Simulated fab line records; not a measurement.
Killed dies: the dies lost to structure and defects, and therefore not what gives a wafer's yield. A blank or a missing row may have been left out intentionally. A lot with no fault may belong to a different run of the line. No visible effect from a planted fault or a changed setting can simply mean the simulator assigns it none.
Which tool is to blame? -- flow sky130 -- Sampling: 11 lots, 33 wafers, 3 of 708 route steps

== WHAT THE GAUGES READ, wafer by wafer ==
SKY_METAL2_THK_MEAS_06: measures by xrf.
lot,measured,on,METAL2_ALCU_THK (nm)
L158,day 34 02:21,filmMetro-03,251 246 255
L159,day 34 08:30,filmMetro-04,249 257 257
L160,day 35 02:08,filmMetro-04,253 254 248
L163,day 36 00:59,filmMetro-04,251 252 255
L165,day 36 07:00,filmMetro-04,249 253 253
L166,day 36 13:49,filmMetro-04,254 251 251
L172,day 38 13:08,filmMetro-03,250 225 225 247 227 228
L173,day 38 19:53,filmMetro-03,246 224 224 246 223 224
L174,day 39 02:24,filmMetro-01,256 249 257
L177,day 40 00:02,filmMetro-03,249 243 248
L181,day 40 23:42,filmMetro-04,249 247 250

== WHICH TOOL RAN EACH LOT (tool, then ch and the chambers of the sampled wafers, then the start) ==
lot,SKY_METAL2_SPUTTER_01,SKY_METAL2_SPUTTER_04
L158,"pvdSputter-01, day 34 02:07","pvdSputter-01, day 34 02:11"
L159,"pvdSputter-01, day 34 08:16","pvdSputter-01, day 34 08:20"
L160,"pvdSputter-01, day 35 01:52","pvdSputter-01, day 35 01:56"
L163,"pvdSputter-01, day 36 00:43","pvdSputter-01, day 36 00:47"
L165,"pvdSputter-03, day 36 06:46","pvdSputter-03, day 36 06:49"
L166,"pvdSputter-02, day 36 13:33","pvdSputter-02, day 36 13:37"
L172,"pvdSputter-01, day 38 11:22","pvdSputter-01, day 38 11:26"
L173,"pvdSputter-01, day 38 16:12","pvdSputter-01, day 38 16:16"
L174,"pvdSputter-03, day 39 02:10","pvdSputter-03, day 39 02:14"
L177,"pvdSputter-03, day 39 23:47","pvdSputter-03, day 39 23:51"
L181,"pvdSputter-03, day 40 23:28","pvdSputter-03, day 40 23:32"
- SKY_METAL2_SPUTTER_01: material TiN, target thk 20 nm, time 16.7 s.
- SKY_METAL2_SPUTTER_04: material TiN, target thk 70 nm, time 58.3 s.

== THE ANSWER, worked out from the rows above alone ==
Rule: the lots themselves supply what counts as usual. The widest of any qualifying gaps counts: lots, ordered by their means at a reading, are off when they make up no more than a third of the lots, leave a main group of 4 or more, and stand apart from it by 3 or more times the standard deviation of that group's means. A main group whose means are all the same, to the digits that the tables above print for the reading, isn't used. A lot without any number at a reading at which 4 lots or more have one is off too. All remaining lots with rows at the step are treated as sound.
Off: L172, L173, seen at SKY_METAL2_THK_MEAS_06 (METAL2_ALCU_THK). Main group: mean 251 nm, sd 2.3.
If a tool, at a process step before that reading, ran all the lots that are off and no sound lot after the first of them, it fits. The gauges at SKY_METAL2_THK_MEAS_06 are tried like those tools. One fits: SKY_METAL2_SPUTTER_01 and SKY_METAL2_SPUTTER_04 on pvdSputter-01. At SKY_METAL2_SPUTTER_01 its last sound lot is L163 (day 36 00:43), its first lot that is off L172 (day 38 11:22): a fault that began between those two fits.

== WHAT THE SIMULATOR HAD INSERTED ==
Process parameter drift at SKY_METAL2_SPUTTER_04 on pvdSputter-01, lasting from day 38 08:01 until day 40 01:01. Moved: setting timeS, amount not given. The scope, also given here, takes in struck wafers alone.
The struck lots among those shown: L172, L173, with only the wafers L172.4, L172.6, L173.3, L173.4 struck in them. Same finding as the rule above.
